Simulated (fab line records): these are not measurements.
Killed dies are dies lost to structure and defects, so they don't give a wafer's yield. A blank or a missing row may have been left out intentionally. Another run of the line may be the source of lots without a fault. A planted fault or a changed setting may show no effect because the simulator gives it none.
Chamber matching -- flow gf180mcu -- GF_V1_CMP_04 on cmp-02: 4 sister chambers
The step polishes SiO2. 8 wafers are shown with their chamber, then 7 later ones without.

## WAFERS WITH THEIR CHAMBER
wafer,chamber,motor_current_A (A),time_to_endpoint_s (s)
L754.4,3,12.6,79
L756.1,2,12.0,80
L756.5,3,13.7,93
L764.3,1,16.2,79
L764.5,0,10.6,81
L764.6,1,15.9,85
L766.2,2,11.8,82
L766.5,0,11.0,79

## WAFERS WITH NO CHAMBER GIVEN
wafer,motor_current_A (A),time_to_endpoint_s (s)
L766.6,13.1,86
L774.1,12.4,76
L774.3,13.6,72
L774.6,16.7,82
L775.3,10.7,83
L775.4,11.9,82
L775.6,16.6,83

## EACH ONE'S CHAMBER
wafer,from the rows above,in truth
L766.6,3,3
L774.1,can't be placed: 2 or 3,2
L774.3,can't be placed: 3 or 2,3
L774.6,1,1
L775.3,0,0
L775.4,2,2
L775.6,1,1
Correct placement for 5 of the 7. Can't be placed from these rows: 2 (the true chamber is among the candidates in 2). Wrongly placed: 0.
How it was worked out, from the rows above alone: a wafer's distance from a chamber is the root of the sum, over the readings, of the square of ((its reading less the chamber's mean) divided by the reading's scatter). If the next closest chamber is less than 2 further off than the closest, the wafer can't be placed; otherwise it belongs to the closest. Each chamber's mean is taken over the wafers shown for it. How the scatter is found: for the shown wafers, subtract from each reading the mean of its chamber, square and add these, divide the total by (wafers less chambers), then take the root.
